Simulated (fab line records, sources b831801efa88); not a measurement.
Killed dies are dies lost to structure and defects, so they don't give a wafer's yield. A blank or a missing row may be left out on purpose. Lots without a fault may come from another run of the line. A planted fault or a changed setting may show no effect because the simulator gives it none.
Chamber matching | flow sky130 | SKY_VIA4_CMP_21 on cmp-02: 4 sister chambers
The step polishes, stops on SiO2, t overpolish 25 s, target thk 0 nm. 8 wafers are shown with their chamber, then 9 later ones without.

WAFERS WITH THEIR CHAMBER
wafer  | chamber | motor_current_A (A) | time_to_endpoint_s (s)
L578.3 | 0       | 10.2                | 124
L579.5 | 0       | 10.8                | 118
L588.1 | 1       | 9.8                 | 124
L588.2 | 3       | 12.6                | 120
L588.3 | 2       | 9.2                 | 119
L589.1 | 1       | 9.8                 | 122
L589.5 | 3       | 13.4                | 123
L589.6 | 2       | 9.5                 | 120

WAFERS WITHOUT THEIR CHAMBER
wafer  | motor_current_A (A) | time_to_endpoint_s (s)
L592.1 | 13.4                | 125
L592.3 | 9.1                 | 122
L592.6 | 9.0                 | 123
L593.1 | 9.4                 | 126
L593.2 | 10.9                | 122
L593.3 | 9.3                 | 122
L595.3 | 11.7                | 117
L595.5 | 9.3                 | 121
L595.6 | 9.6                 | 124

WHICH CHAMBER EACH WENT THROUGH
wafer  | from the rows above          | in truth
L592.1 | 3                            | 3
L592.3 | can't be placed: 2 or 1      | 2
L592.6 | can't be placed: 2 or 1      | 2
L593.1 | can't be placed: 1 or 2 or 0 | 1
L593.2 | can't be placed: 0 or 1      | 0
L593.3 | can't be placed: 2 or 1      | 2
L595.3 | can't be placed: 0 or 3      | 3
L595.5 | can't be placed: 2 or 1      | 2
L595.6 | can't be placed: 1 or 2      | 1
Placed correctly: 1 of 9. Can't be placed from these rows: 8 (the true chamber is among the candidates in 8). Placed wrongly: 0.
How it was worked out, from the rows above alone: a wafer's distance from a chamber is the root of the sum, over the readings, of the square of ((its reading less the chamber's mean) divided by the reading's scatter). The wafer belongs to the nearest chamber; if the next one is less than 2 further off, it can't be placed. A chamber's mean is the mean of its shown wafers. The scatter: the root of (the sum of the squares of (reading less its chamber's mean) over the shown wafers, divided by (wafers less chambers)).
